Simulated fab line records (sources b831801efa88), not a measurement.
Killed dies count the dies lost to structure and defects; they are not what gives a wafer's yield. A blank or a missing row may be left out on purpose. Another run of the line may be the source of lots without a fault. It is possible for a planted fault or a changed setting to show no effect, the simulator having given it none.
Which tool is to blame? + flow gf180mcu + 42 wafers from 14 lots sampled at 3 of the route's 602 steps

## WHAT THE GAUGES READ, wafer by wafer
GF_V5_BOW_MEAS_05.
| lot  | measured     | on            | V5_BOW (um) |
|------|--------------|---------------|-------------|
| L943 | day 26 06:52 | film metro-02 | 115 128 120 |
| L944 | day 26 15:30 | film metro-03 | 138 136 139 |
| L945 | day 26 22:54 | film metro-04 | 166 152 151 |
| L946 | day 27 08:13 | film metro-03 | 143 145 143 |
| L947 | day 27 17:32 | film metro-03 | 154 143 148 |
| L948 | day 27 21:29 | film metro-04 | 127 135 135 |
| L956 | day 30 13:57 | film metro-03 | 136 134 125 |
| L957 | day 30 18:18 | film metro-03 | 139 130 131 |
| L959 | day 31 06:28 | film metro-02 | 148 153 154 |
| L960 | day 31 12:38 | film metro-03 | 134 137 121 |
| L961 | day 31 20:26 | film metro-02 | 142 145 142 |
| L964 | day 32 11:20 | film metro-02 | 117 128 121 |
| L965 | day 32 16:10 | film metro-03 | 134 137 130 |
| L966 | day 33 02:37 | film metro-04 | 141 146 146 |

GF_V5_THK_MEAS_25: measures by xrf.
| lot  | measured     | on            | V5_W_THK (nm) |
|------|--------------|---------------|---------------|
| L943 | day 27 04:56 | film metro-03 | 362 359 368   |
| L944 | day 27 12:41 | film metro-02 | 355 366 349   |
| L945 | day 27 20:03 | film metro-04 | 346 346 347   |
| L946 | day 28 04:39 | film metro-02 | 347 351 351   |
| L947 | day 28 14:43 | film metro-03 | 359 358 358   |
| L948 | day 28 18:05 | film metro-04 | 360 358 354   |
| L956 | day 31 08:41 | film metro-02 | 353 348 352   |
| L957 | day 31 13:36 | film metro-03 | 368 366 367   |
| L959 | day 32 01:04 | film metro-02 | 358 352 357   |
| L960 | day 32 06:32 | film metro-02 | 352 342 345   |
| L961 | day 32 13:51 | film metro-03 | 359 363 362   |
| L964 | day 33 04:34 | film metro-02 | 358 356 352   |
| L965 | day 33 09:48 | film metro-03 | 356 351 366   |
| L966 | day 33 19:32 | film metro-02 | 351 352 357   |

## WHICH TOOL RAN EACH LOT (tool, then ch and the chambers of the sampled wafers, then the start)
| lot  | GF_VT_IMPLANT_DEVELOP_06          |
|------|-----------------------------------|
| L943 | litho track-03 ch 0, day 5 14:22  |
| L944 | litho track-02 ch 0, day 5 18:29  |
| L945 | litho track-02 ch 0, day 6 02:32  |
| L946 | litho track-02 ch 0, day 6 07:58  |
| L947 | litho track-01 ch 0, day 6 12:46  |
| L948 | litho track-03 ch 0, day 6 20:20  |
| L956 | litho track-03 ch 0, day 9 02:11  |
| L957 | litho track-03 ch 0, day 9 05:49  |
| L959 | litho track-01 ch 0, day 9 19:20  |
| L960 | litho track-01 ch 0, day 10 00:02 |
| L961 | litho track-02 ch 0, day 10 08:07 |
| L964 | litho track-02 ch 0, day 11 02:28 |
| L965 | litho track-01 ch 0, day 11 05:13 |
| L966 | litho track-02 ch 0, day 11 14:40 |
- GF_VT_IMPLANT_DEVELOP_06: develop time 60 s.

## WHAT THE TOOLS THEMSELVES READ (means of the sampled wafers that have a number; where no wafer has one, the mark that the record gives instead)
GF_VT_IMPLANT_DEVELOP_06.
| lot  | tool           | resist line temp C (C) |
|------|----------------|------------------------|
| L943 | litho track-03 | 22.94                  |
| L944 | litho track-02 | 23.02                  |
| L945 | litho track-02 | 23.04                  |
| L946 | litho track-02 | 23.16                  |
| L947 | litho track-01 | 22.95                  |
| L948 | litho track-03 | 22.99                  |
| L956 | litho track-03 | 23.05                  |
| L957 | litho track-03 | 23.05                  |
| L959 | litho track-01 | 22.89                  |
| L960 | litho track-01 | 22.98                  |
| L961 | litho track-02 | 23.19                  |
| L964 | litho track-02 | 23.00                  |
| L965 | litho track-01 | 22.92                  |
| L966 | litho track-02 | 22.98                  |

## THE ANSWER, worked out from the rows above alone
Rule: the usual values come from the lots themselves. Put in order of their means at a reading, lots are off if they are a third of the lots or fewer, leave a main group of 4 or more, and stand apart from it by a gap of 3 or more times the standard deviation of the main group's means; of several such gaps the widest counts. A main group is skipped when, at the precision printed for the reading in the tables above, its means are all equal. Also off: a lot with no number at a reading for which 4 or more lots have one. The other lots that the step has rows for count as sound. After the gauges, taken in route order, come the tools' own readings; for these a lot's mean is taken, as printed above. At the first step where some lot is off, the reading lying furthest off is the one used; lots without a number count as furthest.
None of the lots is off at any reading shown; this tells nothing.

## WHAT THE SIMULATOR HAD PUT IN
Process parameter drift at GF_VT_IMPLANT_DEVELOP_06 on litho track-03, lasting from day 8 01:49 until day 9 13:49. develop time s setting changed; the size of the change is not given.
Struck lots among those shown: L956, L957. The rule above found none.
